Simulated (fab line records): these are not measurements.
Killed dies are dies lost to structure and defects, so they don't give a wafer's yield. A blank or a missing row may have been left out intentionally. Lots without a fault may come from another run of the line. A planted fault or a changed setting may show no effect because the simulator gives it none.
Chamber matching ; flow sky130 ; SKY_LI_CONTACT_ETCH_15 on rie-diel-04 has 4 sister chambers
The step etches PSG in C4F8/O2/Ar, stops on Si, target depth 600 nm. 4 wafers are shown with their chamber, then 8 later ones without.

WAFERS PAIRED WITH THEIR CHAMBERS
wafer;chamber;oes-product-au (a.u.)
L085.4;3;0.837
L085.5;2;0.834
L085.6;1;0.842
L087.1;0;0.839

WAFERS MISSING THEIR CHAMBER
wafer;oes-product-au (a.u.)
L087.2;0.838
L087.3;0.832
L087.4;0.837
L087.5;0.838
L087.6;0.841
L093.3;0.835
L093.5;0.832
L093.6;0.845

EACH ONE'S CHAMBER
wafer;from the rows above;in truth
L087.2;can't be placed: 0 or 3 or 1 or 2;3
L087.3;can't be placed: 2 or 3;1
L087.4;can't be placed: 3 or 0 or 2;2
L087.5;can't be placed: 0 or 3 or 1 or 2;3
L087.6;can't be placed: 1 or 0 or 3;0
L093.3;can't be placed: 2 or 3 or 0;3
L093.5;can't be placed: 2 or 3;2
L093.6;can't be placed: 1 or 0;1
Correct placement for 0 of the 8. These rows do not allow placing 8 (true chamber among the candidates in 7). Number placed wrongly: 0.
How it was worked out, from the rows above alone: a wafer's distance from a chamber is the root of the sum, over the readings, of the square of ((its reading less the chamber's mean) divided by the reading's scatter). If the next closest chamber is less than 2 further off than the closest, the wafer can't be placed; otherwise it belongs to the closest. Each chamber's mean is taken over the wafers shown for it. The scatter: with one shown wafer a chamber, the root of the mean of the squares of how far each hidden wafer lies from its nearest shown one.
